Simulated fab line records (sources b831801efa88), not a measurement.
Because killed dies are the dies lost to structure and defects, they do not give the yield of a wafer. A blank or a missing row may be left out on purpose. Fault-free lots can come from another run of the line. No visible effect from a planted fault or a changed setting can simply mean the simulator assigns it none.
fab line records    flow sfq_line
record: lots: 7  wafers: 21  last_day: 79
route steps=325 shown M3@122 I3@133 M4@148
lots with no fault: from the same line, run without faults
start_h: the number of hours between the record's first day and the start of the first shown wafer of the lot    wait_h: hours from the lot's prior step to this one    " identical to the entry in the row above    L1.1+2: one row covering several wafers at once    - value missing, or start not given    * or withheld: withheld    < > ~ a bound
route shown NAME@n: a module of which the file shows steps, and the number in the route of the first    usual: average and standard deviation across the fault-free wafers    same: alike in all rows    chamber/n: place in a boat    sites: readings site by site    _std_site: the standard deviation of these    _edge_site: the outer-site mean with the inner-site mean subtracted    radius_mm: for every site, how far away it sits from the centre of the wafer    mask NAME#n: copy n    behind: the most recent tool/chamber to have shaped the wafer    hold: the reason the lot was held/the length of the hold in hours/how it ended    device: transistor that didn't switch, given as n, p or np    end of line: the tests these same wafers got at the end of their route    a step with no rows: only its recipe    killed: dies lost to structure and defects at the first sort, not the wafer's yield    map: per-die view of a wafer (x killed, . not killed, _ where there is no die)
set.NAME: the run value of the setting; set.NAME@STEP: its run value at that earlier step    model.NAME: the simulator's own value behind a step, which no gauge read
lots at selected steps of the route; one table per step, one row per wafer
services: from which hour (start_h, from the record's first day; less than 0 if before it) a tool's chamber was out of use, for how many hours, and why
== steps ==
step: SFQ_TRILAYER_M3_LITHO_COAT_080
recipe: resist: BARC  spin_rpm: 3000  resist_thk_nm: 62
step: SFQ_TRILAYER_M3_LITHO_COAT_075
recipe: resist: KrF  spin_rpm: 3000  resist_thk_nm: 600
step: SFQ_TRILAYER_M3_LITHO_SOFTBAKE_079
recipe: temp_c: withheld  time_s: withheld  resist: KrF
step: SFQ_TRILAYER_M3_LITHO_EXPOSE_076
recipe: mask_id: M3  na: 0.6  source_shape: conventional  sigma_outer: 0.65  target_cd_nm: 500  dose_mj: 14.4
step: SFQ_TRILAYER_M3_LITHO_PEB_078
recipe: peb_temp_c: 115  peb_time_s: 60  resist: KrF
step: SFQ_TRILAYER_M3_LITHO_DEVELOP_077
recipe: time_s: 60  resist: KrF
step: SFQ_M3_OVL_MEAS_921
usual: M3_OVL: -1/4.1
lot.wafer  tool        chamber  start_h  wait_h  M3_OVL[nm]
L197.3     overlay-01  -        654.23   0.1     -7
L197.4     "           -        "        "       0
L197.6     "           -        "        "       -9
L198.1     overlay-02  -        669.37   0.1     -1
L198.2     "           -        "        "       1
L198.3     "           -        "        "       -5
L204.3     overlay-01  -        710.18   0.1     2
L204.5     "           -        "        "       6
L204.6     "           -        "        "       3
L205.3     overlay-01  -        714.98   0.1     -4
L205.5     "           -        "        "       -9
L205.6     "           -        "        "       -12
L206.2     overlay-01  -        717.38   0.1     3
L206.5     "           -        "        "       7
L206.6     "           -        "        "       5
L208.2     overlay-01  -        737.78   0.1     6
L208.4     "           -        "        "       4
L208.5     "           -        "        "       5
L210.3     overlay-01  -        746.18   0.1     1
L210.4     "           -        "        "       4
L210.6     "           -        "        "       -5
step: SFQ_TRILAYER_M3_BARC_OPEN_METAL_ETCH_100
recipe: mask_material: PR  chemistry: O2  target_depth_nm: 125  target: BARC  icp_w: 600  bias_w: 80  pressure_mtorr: 10  time_s: 41.7
step: SFQ_TRILAYER_M3_ETCH_METAL_ETCH_078
recipe: target: Nb  stop_on: SiO2  mask_material: PR  chemistry: Cl2/Ar  target_depth_nm: 240  icp_w: 600  bias_w: 80  pressure_mtorr: 10  time_s: 120
step: SFQ_TRILAYER_M3_STRIP_STRIP_079
recipe: gas: O2  power_w: 200  platen_temp_c: 40  overash_fraction: 0.65  chemistry: O2  pressure_mtorr: 50
usual: drypump_motor_current_A: 5.19/0.16  oes_product_au: 1.007/0.012
lot.wafer  tool          chamber  start_h  wait_h  drypump_motor_current_A  oes_product_au  rf_hours_counter_h
L197.3     rie_metal-01  0        654.64   0.2     5.07                     1.008           -
L197.4     "             1        "        "       5.15                     1.023           -
L197.6     "             1        "        "       5.15                     1.016           -
L198.1     rie_metal-01  1        669.59   0.1     5.18                     1.007           60
L198.2     "             0        "        "       5.08                     1.009           89
L198.3     "             0        "        "       5.06                     1.013           -
L204.3     rie_metal-03  1        710.59   0.2     5.41                     1.017           -
L204.5     "             1        "        "       5.40                     1.008           -
L204.6     "             0        "        "       5.29                     0.991           -
L205.3     rie_metal-03  1        715.39   0.2     5.41                     1.008           -
L205.5     "             1        "        "       5.39                     1.012           -
L205.6     "             0        "        "       5.31                     0.996           -
L206.2     rie_metal-03  1        717.59   0.1     5.42                     1.011           36
L206.5     "             0        "        "       5.31                     0.989           -
L206.6     "             1        "        "       5.39                     1.011           -
L208.2     rie_metal-01  1        737.99   0.1     5.17                     1.032           73
L208.4     "             1        "        "       5.14                     1.027           -
L208.5     "             0        "        "       5.09                     0.997           -
L210.3     rie_metal-03  0        746.59   0.2     5.30                     1.003           -
L210.4     "             1        "        "       5.40                     1.019           -
L210.6     "             0        "        "       5.30                     1.018           -
step: SFQ_TRILAYER_M3_STRIP_SOLV_CLEAN_080
recipe: chemistry: NMP  temp_c: 70  time_s: 600
step: SFQ_TRILAYER_I3_DEP_PECVD_081
recipe: material: SiO2  temp_c: 150  time_s: 111.11  pressure_torr: 2.4  rf_w: 183.3  precursor: SiH4/N2O  target_thk_nm: 500
usual: heater_power_w: 85/15  throttle_valve_pct: 24.8/1.2
lot.wafer  tool      chamber  start_h  wait_h  heater_power_w  throttle_valve_pct
L197.3     pecvd-04  0        655.23   0.0     70              26.0
L197.4     "         0        "        "       77              26.1
L197.6     "         1        "        "       97              24.8
L198.1     pecvd-02  2        670.37   0.0     70              23.7
L198.2     "         0        "        "       82              23.0
L198.3     "         1        "        "       59              22.7
L204.3     pecvd-04  0        711.17   0.0     80              26.1
L204.5     "         2        "        "       69              24.8
L204.6     "         0        "        "       84              26.2
L205.3     pecvd-04  1        715.97   0.0     105             25.3
L205.5     "         0        "        "       82              26.2
L205.6     "         1        "        "       108             25.0
L206.2     pecvd-04  1        718.37   0.0     113             25.0
L206.5     "         2        "        "       81              24.7
L206.6     "         0        "        "       76              26.1
L208.2     pecvd-04  0        738.77   0.0     80              26.1
L208.4     "         1        "        "       106             24.6
L208.5     "         2        "        "       66              25.1
L210.3     pecvd-03  2        747.17   0.0     102             25.6
L210.4     "         1        "        "       70              26.1
L210.6     "         2        "        "       105             25.8
step: SFQ_TRILAYER_I3_CMP_CMP_082
recipe: material: SiO2  down_force_psi: 3  platen_rpm: 60  pad_velocity_m_s: 0.94248
usual: head_pressure_psi: 3.001/0.0063  motor_current_A: 10.0/0.53  time_to_endpoint_s: 217/9.3
lot.wafer  tool    chamber  start_h  wait_h  head_pressure_psi  motor_current_A  time_to_endpoint_s  model.SiO2_of_TRILAYER_I3_DEP_PECVD_081.thk_nm
L197.4     cmp-01  0        682.32   27.0    3.005              10.0             235                 200.7
L197.3     "       1        "        "       2.995              10.1             204                 197.5
L197.6     "       1        684.82   29.5    3.005              10.3             202                 197.4
L198.2     cmp-02  1        701.78   31.4    3.008              10.1             221                 205.1
L198.3     "       2        "        "       2.992              9.3              215                 200.6
L198.1     "       3        "        "       3.002              10.3             210                 200.4
L204.3     cmp-01  3        760.07   48.9    3.005              11.4             219                 201.4
L204.5     "       0        "        "       3.000              9.5              238                 202.3
L204.6     "       1        "        "       2.995              10.2             211                 199.1
L205.3     cmp-01  2        764.57   48.6    3.001              10.3             225                 180.3
L205.6     "       2        766.57   50.5    3.004              9.7              233                 179.7
L205.5     "       3        "        "       3.002              10.9             243                 180.2
L206.2     cmp-01  0        772.07   53.7    2.993              9.9              231                 181.5
L206.5     "       1        "        "       3.004              10.6             220                 178.1
L206.6     "       2        "        "       3.000              9.9              235                 179.4
L208.4     cmp-02  0        795.28   56.4    2.989              9.6              221                 199.9
L208.2     "       2        796.28   57.5    3.000              10.1             215                 199.9
L208.5     "       0        797.28   58.4    2.992              9.9              218                 200
L210.3     cmp-01  1        807.15   59.9    3.001              10.6             218                 178.7
L210.4     "       2        "        "       3.000              10.2             237                 181.1
L210.6     "       1        809.15   61.9    2.994              10.5             217                 178.9
step: SFQ_I3_BOW_MEAS_922
recipe: mode: bow
usual: I3_BOW: 6/9.1
lot.wafer  tool           chamber  start_h  wait_h  I3_BOW[um]
L197.3     film_metro-04  -        685.36   2.0     -3
L197.4     "              -        "        "       -1
L197.6     "              -        "        "       10
L198.1     film_metro-02  -        704.28   1.0     -5
L198.2     "              -        "        "       -5
L198.3     "              -        "        "       3
L204.3     film_metro-04  -        761.61   1.0     3
L204.5     "              -        "        "       -9
L204.6     "              -        "        "       8
L205.3     film_metro-04  -        767.61   2.5     6
L205.5     "              -        "        "       11
L205.6     "              -        "        "       9
L206.2     film_metro-03  -        773.59   1.0     -7
L206.5     "              -        "        "       -10
L206.6     "              -        "        "       -11
L208.2     film_metro-03  -        798.30   1.5     2
L208.4     "              -        "        "       4
L208.5     "              -        "        "       -2
L210.3     film_metro-03  -        810.19   2.5     4
L210.4     "              -        "        "       4
L210.6     "              -        "        "       16
step: SFQ_TRILAYER_I3_METRO_MEASURE_083
usual: thk_nm: 200.2/1.5
lot.wafer  tool           chamber  start_h  wait_h  thk_nm
L197.3     film_metro-04  -        685.84   0.5     197.5
L197.4     "              -        "        "       200.6
L197.6     "              -        "        "       197.4
L198.1     film_metro-02  -        704.40   0.1     200.5
L198.2     "              -        "        "       204.9
L198.3     "              -        "        "       200.7
L204.3     film_metro-04  -        762.09   0.5     201.5
L204.5     "              -        "        "       202.2
L204.6     "              -        "        "       199.1
L205.3     film_metro-04  -        768.09   0.5     180.3
L205.5     "              -        "        "       180.1
L205.6     "              -        "        "       179.7
L206.2     film_metro-03  -        773.89   0.3     181.4
L206.5     "              -        "        "       178.2
L206.6     "              -        "        "       179.6
L208.2     film_metro-03  -        798.60   0.3     199.8
L208.4     "              -        "        "       199.8
L208.5     "              -        "        "       200.0
L210.3     film_metro-03  -        810.67   0.5     178.7
L210.4     "              -        "        "       181.2
L210.6     "              -        "        "       178.8
step: SFQ_TRILAYER_I3_VIA_LITHO_COAT_090
recipe: resist: BARC  spin_rpm: 3000  resist_thk_nm: 62
step: SFQ_TRILAYER_I3_VIA_LITHO_COAT_085
recipe: resist: KrF  spin_rpm: 3000  resist_thk_nm: 650
step: SFQ_TRILAYER_I3_VIA_LITHO_SOFTBAKE_089
recipe: temp_c: withheld  time_s: withheld  resist: KrF
step: SFQ_TRILAYER_I3_VIA_LITHO_EXPOSE_086
recipe: mask_id: I3  na: 0.6  source_shape: conventional  sigma_outer: 0.65  target_cd_nm: 500  dose_mj: 21.3
step: SFQ_TRILAYER_I3_VIA_LITHO_PEB_088
recipe: peb_temp_c: 115  peb_time_s: 60  resist: KrF
step: SFQ_TRILAYER_I3_VIA_LITHO_DEVELOP_087
recipe: time_s: 60  resist: KrF
step: SFQ_I3_OVL_MEAS_923
usual: I3_OVL: -1/5.8
lot.wafer  tool        chamber  start_h  wait_h  I3_OVL[nm]
L197.3     overlay-01  -        780.88   0.1     -5
L197.4     "           -        "        "       3
L197.6     "           -        "        "       2
L198.1     overlay-01  -        791.67   0.1     -1
L198.2     "           -        "        "       2
L198.3     "           -        "        "       -2
L204.3     overlay-01  -        838.03   0.1     1
L204.5     "           -        "        "       4
L204.6     "           -        "        "       7
L205.3     overlay-01  -        844.03   0.1     1
L205.5     "           -        "        "       0
L205.6     "           -        "        "       -1
L206.2     overlay-02  -        848.83   0.1     -1
L206.5     "           -        "        "       8
L206.6     "           -        "        "       1
L208.2     overlay-02  -        871.63   0.1     -3
L208.4     "           -        "        "       -1
L208.5     "           -        "        "       8
L210.3     overlay-02  -        884.83   0.1     -5
L210.4     "           -        "        "       -3
L210.6     "           -        "        "       -1
step: SFQ_TRILAYER_I3_VIA_BARC_OPEN_VIA_ETCH_121
recipe: mask_material: PR  chemistry: O2  target_depth_nm: 125  target: BARC  source_w: 500  bias_w: 80  pressure_mtorr: 30  time_s: 41.7
usual: drypump_motor_current_A: 5.7/0.43  oes_product_au: 0.686/0.0043
lot.wafer  tool         chamber  start_h  wait_h  drypump_motor_current_A  oes_product_au  rf_hours_counter_h
L197.3     rie_diel-03  0        780.91   0.0     4.8                      0.678           8
L197.4     "            3        "        "       5.9                      0.685           13
L197.6     "            1        "        "       5.4                      0.691           -
L198.1     rie_diel-04  2        791.71   0.0     6.0                      0.682           18
L198.2     "            3        "        "       5.3                      0.688           39
L198.3     "            0        "        "       5.7                      0.686           3
L204.3     rie_diel-03  3        838.06   0.0     5.9                      0.684           15
L204.5     "            3        "        "       5.9                      0.685           -
L204.6     "            0        "        "       4.8                      0.686           -
L205.3     rie_diel-03  3        844.06   0.0     5.9                      0.689           15
L205.5     "            3        "        "       5.8                      0.685           -
L205.6     "            2        "        "       5.7                      0.694           -
L206.2     rie_diel-01  2        848.86   0.0     5.8                      0.695           18
L206.5     "            0        "        "       5.6                      0.684           -
L206.6     "            3        "        "       6.2                      0.685           -
L208.2     rie_diel-03  1        871.66   0.0     5.4                      0.690           11
L208.4     "            3        "        "       5.9                      0.691           15
L208.5     "            2        "        "       5.7                      0.684           -
L210.3     rie_diel-04  3        884.86   0.0     5.3                      0.683           0
L210.4     "            2        "        "       6.0                      0.696           19
L210.6     "            0        "        "       5.7                      0.679           -
step: SFQ_TRILAYER_I3_VIA_ETCH_VIA_ETCH_088
recipe: target: SiO2  stop_on: Nb  mask_material: PR  taper_deg: 20  chemistry: CHF3  target_depth_nm: 260  source_w: 500  bias_w: 80  pressure_mtorr: 30  time_s: withheld
usual: drypump_motor_current_A: 5.7/0.44  oes_product_au: 0.855/0.0059
lot.wafer  tool         chamber  start_h  wait_h  drypump_motor_current_A  oes_product_au  model.I3.feature_depth_nm  model.etch.depth_nm
L197.3     rie_diel-03  0        780.95   0.0     4.7                      0.849           197.5                      197.5
L197.4     "            3        "        "       5.9                      0.859           200.7                      200.7
L197.6     "            1        "        "       5.4                      0.845           197.4                      197.4
L198.1     rie_diel-04  2        791.75   0.0     6.0                      0.855           200.4                      200.4
L198.2     "            3        "        "       5.3                      0.873           205.1                      205.1
L198.3     "            0        "        "       5.7                      0.854           200.6                      200.6
L204.3     rie_diel-03  3        838.10   0.0     5.8                      0.864           201.4                      201.4
L204.5     "            3        "        "       5.8                      0.857           202.3                      202.3
L204.6     "            0        "        "       4.8                      0.855           199.1                      199.1
L205.3     rie_diel-03  3        844.10   0.0     5.8                      0.805           180.3                      180.3
L205.5     "            3        "        "       5.9                      0.803           180.2                      180.2
L205.6     "            2        "        "       5.7                      0.808           179.7                      179.7
L206.2     rie_diel-01  2        848.90   0.0     5.8                      0.814           181.5                      181.5
L206.5     "            0        "        "       5.6                      0.798           178.1                      178.1
L206.6     "            3        "        "       6.2                      0.796           179.4                      179.4
L208.2     rie_diel-03  1        871.70   0.0     5.4                      0.854           199.9                      199.9
L208.4     "            3        "        "       5.9                      0.862           199.9                      199.9
L208.5     "            2        "        "       5.7                      0.856           200                        200
L210.3     rie_diel-04  3        884.90   0.0     5.3                      0.798           178.7                      178.7
L210.4     "            2        "        "       6.0                      0.814           181.1                      181.1
L210.6     "            0        "        "       5.8                      0.803           178.9                      178.9
step: SFQ_TRILAYER_I3_VIA_STRIP_STRIP_089
recipe: gas: O2  power_w: 200  platen_temp_c: 40  overash_fraction: 0.65  chemistry: O2  pressure_mtorr: 50
usual: drypump_motor_current_A: 5.5/0.35  oes_product_au: 1.002/0.013
lot.wafer  tool          chamber  start_h  wait_h  drypump_motor_current_A  oes_product_au  rf_hours_counter_h
L197.3     rie_metal-02  1        781.26   -       5.9                      1.002           -
L197.4     "             0        "        "       5.8                      0.996           -
L197.6     "             0        "        "       5.8                      1.003           -
L198.1     rie_metal-01  0        791.86   -       5.1                      1.012           112
L198.2     "             1        "        "       5.1                      1.020           83
L198.3     "             1        "        "       5.2                      1.023           -
L204.3     rie_metal-02  1        838.41   -       5.9                      0.989           -
L204.5     "             0        "        "       5.8                      1.005           -
L204.6     "             1        "        "       5.9                      0.982           -
L205.3     rie_metal-02  1        844.41   -       5.9                      0.991           -
L205.5     "             1        "        "       5.9                      0.985           -
L205.6     "             0        "        "       5.8                      1.003           -
L206.2     rie_metal-02  1        849.01   -       6.0                      0.987           124
L206.5     "             0        "        "       5.8                      1.002           -
L206.6     "             1        "        "       5.9                      0.987           -
L208.2     rie_metal-01  1        871.81   -       5.2                      1.019           97
L208.4     "             1        "        "       5.2                      1.031           -
L208.5     "             0        "        "       5.1                      1.008           -
L210.3     rie_metal-02  1        885.41   -       5.9                      0.996           -
L210.4     "             1        "        "       5.9                      0.994           -
L210.6     "             1        "        "       6.0                      1.000           -
step: SFQ_TRILAYER_I3_VIA_STRIP_SOLV_CLEAN_090
recipe: chemistry: NMP  temp_c: 70  time_s: 600
step: SFQ_TRILAYER_M4_DEP_PRE_CLEAN_092
recipe: gas: Ar  time_s: 22.5  bias_v: 250
lot.wafer  tool            chamber  start_h  wait_h  model.SiO2_of_TRILAYER_I3_DEP_PECVD_081.thk_nm
L197.3     pvd_sputter-03  -        781.84   0.0     190
L197.4     "               -        "        "       193.2
L197.6     "               -        "        "       189.9
L198.1     pvd_sputter-04  -        792.64   0.0     192.9
L198.2     "               -        "        "       197.6
L198.3     "               -        "        "       193.1
L204.3     pvd_sputter-03  -        838.99   0.0     193.9
L204.5     "               -        "        "       194.8
L204.6     "               -        "        "       191.6
L205.3     pvd_sputter-05  -        844.99   0.0     172.8
L205.5     "               -        "        "       172.7
L205.6     "               -        "        "       172.2
L206.2     pvd_sputter-04  -        849.82   0.0     174
L206.5     "               -        "        "       170.6
L206.6     "               -        "        "       171.9
L208.2+4   pvd_sputter-03  -        872.59   0.0     192.4
L208.5     "               -        "        "       192.5
L210.3     pvd_sputter-03  -        886.39   0.0     171.2
L210.4     "               -        "        "       173.6
L210.6     "               -        "        "       171.4
step: SFQ_TRILAYER_M4_DEP_SPUTTER_091
recipe: material: Nb  base_pressure_pa: 1.33e-06  chamber_pressure_pa: 0.1333  substrate_temp_c: 20  resputter_cathode_voltage_v: 400  target_thk_nm: 200  power_w: 2000  time_s: 133.3
usual: chamber_pressure_pa: 0.13326/0.00029  throttle_valve_pct: 30.7/0.78
lot.wafer  tool            chamber  start_h  wait_h  chamber_pressure_pa  throttle_valve_pct
L197.3     pvd_sputter-03  -        781.87   0.0     0.13335              28.8
L197.4     "               -        "        "       0.13335              30.6
L197.6     "               -        "        "       0.13302              29.9
L198.1     pvd_sputter-04  -        792.67   0.0     0.13292              31.0
L198.2     "               -        "        "       0.13292              31.1
L198.3     "               -        "        "       0.13314              31.8
L204.3     pvd_sputter-03  -        839.02   0.0     0.13308              31.3
L204.5     "               -        "        "       0.13357              30.8
L204.6     "               -        "        "       0.13311              31.2
L205.3     pvd_sputter-05  -        845.02   0.0     0.13365              31.7
L205.5     "               -        "        "       0.13354              31.2
L205.6     "               -        "        "       0.13342              30.5
L206.2     pvd_sputter-04  -        849.85   0.0     0.13288              31.0
L206.5     "               -        "        "       0.13277              30.6
L206.6     "               -        "        "       0.1336               31.7
L208.2     pvd_sputter-03  -        872.62   0.0     0.1332               28.8
L208.4     "               -        "        "       0.13291              30.2
L208.5     "               -        "        "       0.1338               30.8
L210.3     pvd_sputter-03  -        886.42   0.0     0.13356              31.0
L210.4     "               -        "        "       0.13278              30.9
L210.6     "               -        "        "       0.13287              28.8
== services ==
tool            chamber  start_h  hours  kind
film_metro-03   -        635.40   0.8    pm
pvd_sputter-03  -        639.46   5.1    repair
cmp-01          -        644.86   6.1    repair
film_metro-03   -        645.61   0.5    pm
rie_diel-03     1        646.20   9.8    repair
film_metro-04   -        650.29   0.3    pm
cmp-01          -        671.92   4.4    pm
rie_diel-04     0        725.00   1.3    repair
rie_diel-03     0        726.48   13.0   repair
rie_diel-04     -        742.44   0.2    repair
rie_diel-03     -        744.54   15.6   pm
cmp-01          -        748.18   4.4    repair
pvd_sputter-03  -        769.18   0.9    repair
cmp-01          -        781.88   7.3    repair
rie_diel-03     -        829.15   1.7    repair
rie_metal-03    -        837.32   15.6   pm
pecvd-04        0        838.20   1.9    repair
rie_diel-04     -        839.52   2.8    pm
rie_diel-04     -        851.07   4.6    repair
cmp-01          -        854.15   2.7    repair
pvd_sputter-03  -        859.17   2.3    repair
rie_metal-03    -        866.77   14.6   pm
rie_diel-03     -        873.87   0.5    repair
rie_diel-03     0        875.55   14.3   repair
== key ==
first_sign: step: SFQ_TRILAYER_I3_CMP_CMP_082  reading: time_to_endpoint_s  direction: up  sigmas: 1.3  usual: *  struck: *
effect: step: SFQ_TRILAYER_I3_METRO_MEASURE_083  reading: thk_nm  direction: down  sigmas: 14  usual: 200.2  struck: 179.8
effect: step: SFQ_TRILAYER_I3_VIA_ETCH_VIA_ETCH_088  reading: oes_product_au  direction: down  sigmas: 8.6  usual: 0.855  struck: 0.804
model_effect: step: SFQ_TRILAYER_I3_CMP_CMP_082  value: SiO2_of_TRILAYER_I3_DEP_PECVD_081.thk_nm  without: 199.8  struck: 179.8
model_effect: step: SFQ_TRILAYER_I3_VIA_ETCH_VIA_ETCH_088  value: I3.feature_depth_nm  without: 199.8  struck: 179.8
model_effect: step: SFQ_TRILAYER_M4_DEP_PRE_CLEAN_092  value: SiO2_of_TRILAYER_I3_DEP_PECVD_081.thk_nm  without: 192.3  struck: 172.3
met_at SFQ_TRILAYER_I3_CMP_CMP_082
struck_wafers L205.3,L205.5,L205.6,L206.2,L206.5,L206.6,L210.3,L210.4,L210.6
onset_between 760.07 764.57
also_fits SFQ_TRILAYER_M3_STRIP_STRIP_079:rie_metal-03
fault: kind: process_parameter_drift  tool: cmp-01  chamber: -  onset_h: 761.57  steps: SFQ_TRILAYER_I3_CMP_CMP_082  channel: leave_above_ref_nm  offset: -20  shape: step  end_h: 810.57  acts_in: these_recipes_only  stated: 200
